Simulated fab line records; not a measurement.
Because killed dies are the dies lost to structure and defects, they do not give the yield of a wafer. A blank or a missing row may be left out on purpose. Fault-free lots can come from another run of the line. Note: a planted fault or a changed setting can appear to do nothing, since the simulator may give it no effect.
Chamber matching ; flow gf180mcu ; GF_V1_CVD_02 on pecvd-02: 3 sister chambers
The step deposits SiO2 from TEOS, target thk 850 nm, time 94.851 s. 16 wafers are shown with their chamber, then 8 later ones without.

## WAFERS, EACH WITH ITS CHAMBER
wafer;chamber;heater_power_w (W)
L629.2;2;678
L629.4;0;601
L629.5;1;692
L632.2;0;621
L632.5;1;631
L632.6;2;735
L636.3;2;676
L636.4;1;613
L636.6;0;663
L638.1;2;580
L638.3;0;641
L638.4;2;642
L645.1;1;658
L645.2;2;698
L645.5;2;578
L646.1;0;578

SIGNATURES (averages over the wafers above)
reading;chamber 0;chamber 1;chamber 2;scatter within a chamber
heater_power_w;620.80;648.50;655.29;47.2
Rule: for each reading, subtract the chamber's mean from the wafer's reading, divide by that reading's scatter and square the result; add these up over the readings and take the root, which gives the wafer's distance from the chamber. If the next closest chamber is less than 2 further off than the closest, the wafer can't be placed; otherwise it belongs to the closest. The scatter: the root of (the sum of the squares of (reading less its chamber's mean) over the shown wafers, divided by (wafers less chambers)).

## WAFERS MISSING THEIR CHAMBER
wafer;heater_power_w (W)
L646.5;647
L646.6;632
L648.1;559
L648.2;726
L648.3;704
L651.1;711
L651.2;656
L651.3;660

## CHAMBER TAKEN BY EACH
wafer;from the rows above;in truth
L646.5;can't be placed: 1 or 2 or 0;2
L646.6;can't be placed: 0 or 1 or 2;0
L648.1;can't be placed: 0 or 1 or 2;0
L648.2;can't be placed: 2 or 1 or 0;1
L648.3;can't be placed: 2 or 1 or 0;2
L651.1;can't be placed: 2 or 1 or 0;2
L651.2;can't be placed: 2 or 1 or 0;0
L651.3;can't be placed: 2 or 1 or 0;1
Placed correctly: 0 of 8. Not placeable from these rows: 8 (in 8, the candidates include the true chamber). 0 placed wrongly.
